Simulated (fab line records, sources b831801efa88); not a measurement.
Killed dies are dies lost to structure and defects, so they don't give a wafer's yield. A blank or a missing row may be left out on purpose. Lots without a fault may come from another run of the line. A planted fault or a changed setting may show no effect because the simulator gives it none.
Which tool did it? | flow gf180mcu | 14 lots, 42 wafers sampled, at 2 steps of a route of 602

WHAT THE GAUGES READ, wafer by wafer
GF_M1_CD_MEAS_14: target cd 230 nm. Usual: cd_nm 230.1 nm, standard deviation 1.
lot  | measured     | on        | cd_nm (nm)        | flag
L915 | day 18 20:04 | cd_sem-01 | 230.7 231.0 230.1 |
L917 | day 19 08:23 | cd_sem-02 | 230.8 229.9 230.0 |
L919 | day 20 00:53 | cd_sem-02 | 230.8 230.4 230.3 |
L920 | day 20 04:34 | cd_sem-01 | 231.3 231.4 230.6 |
L921 | day 20 18:30 | cd_sem-02 | 229.3 230.2 230.2 |
L922 | day 21 03:46 | cd_sem-02 | 230.2 230.3 229.7 |
L924 | day 21 22:31 | cd_sem-01 | 231.1 231.0 230.5 |
L925 | day 22 00:35 | cd_sem-02 | 227.8 228.4 229.2 |
L926 | day 22 11:13 | cd_sem-02 | 229.9 230.2 231.2 |
L927 | day 22 21:40 | cd_sem-02 | 231.9 231.9 231.3 |
L928 | day 23 01:38 | cd_sem-02 | 229.3 229.4 229.7 |
L933 | day 24 16:29 | cd_sem-01 | 229.8 229.5 230.8 |
L934 | day 24 22:32 | cd_sem-02 | 229.7 231.1 231.1 |
L935 | day 25 05:16 | cd_sem-01 | 228.5 227.9 229.4 |

WHICH TOOL RAN EACH LOT (tool, then ch and the chambers of the sampled wafers, then the start)
lot  | GF_DUAL_GATE_SOFTBAKE_07
L915 | litho_track-04 ch 0, day 8 20:48
L917 | litho_track-04 ch 0, day 9 15:18
L919 | litho_track-03 ch 0, day 10 03:19
L920 | litho_track-03 ch 0, day 10 07:25
L921 | litho_track-04 ch 0, day 10 19:28
L922 | litho_track-03 ch 0, day 10 23:55
L924 | litho_track-04 ch 0, day 11 14:52
L925 | litho_track-04 ch 0, day 11 19:03
L926 | litho_track-04 ch 0, day 12 02:12
L927 | litho_track-04 ch 0, day 12 08:19
L928 | litho_track-03 ch 0, day 12 14:43
L933 | litho_track-04 ch 0, day 14 03:36
L934 | litho_track-04 ch 0, day 14 10:21
L935 | litho_track-01 ch 0, day 14 15:36
- GF_DUAL_GATE_SOFTBAKE_07: time 60 s.

WHAT THE TOOLS THEMSELVES READ (means of the sampled wafers that have a number; where no wafer has one, the mark that the record gives instead)
GF_DUAL_GATE_SOFTBAKE_07. Usual: run_length_s 89.22 s, standard deviation 0.14.
lot  | tool           | run_length_s (s) | flag
L915 | litho_track-04 | 89.20            |
L917 | litho_track-04 | 89.10            |
L919 | litho_track-03 | 89.38            |
L920 | litho_track-03 | 89.18            |
L921 | litho_track-04 | 89.12            |
L922 | litho_track-03 | 89.26            |
L924 | litho_track-04 | 89.08            |
L925 | litho_track-04 | 89.13            |
L926 | litho_track-04 | 89.16            |
L927 | litho_track-04 | 89.00            |
L928 | litho_track-03 | 89.22            |
L933 | litho_track-04 | 97.14            | OFF
L934 | litho_track-04 | 97.14            | OFF
L935 | litho_track-01 | 89.33            |

THE ANSWER, worked out from the rows above alone
Rule: a lot is off if the mean of its wafers that have a number lies more than 3 standard deviations from the usual mean. A lot without any number at a reading at which 4 lots or more have one is off too. The other lots that the step has rows for count as sound. The gauges are gone through in route order, then the tools' own readings, and for those a lot's mean is taken as printed above. The first step at which some lot is off is used, and at that step the reading that is off furthest; a lot without a number counts as furthest.
Off: L933, L934, at GF_DUAL_GATE_SOFTBAKE_07 (run_length_s).
A tool fits if, at that step or a process step before it, it ran every lot that is off, and no sound lot after the first of them. One fits: litho_track-04 at GF_DUAL_GATE_SOFTBAKE_07. Its last sound lot is L927 (day 12 08:19), its first lot that is off L933 (day 14 03:36): a fault that began between those two fits.
The tool's own readings at GF_DUAL_GATE_SOFTBAKE_07 bear it out: on the lots that are off they differ by more than 5 times the standard deviation of the sound lots' means. run_length_s reads 97.14 s there against 89.18 s on the sound lots.

WHAT THE SIMULATOR HAD PUT IN
Process parameter drift: litho_track-04, from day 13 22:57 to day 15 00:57, at GF_DUAL_GATE_SOFTBAKE_07. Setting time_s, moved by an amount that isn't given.
Lots struck among those shown: L933, L934. The rule above found the same.
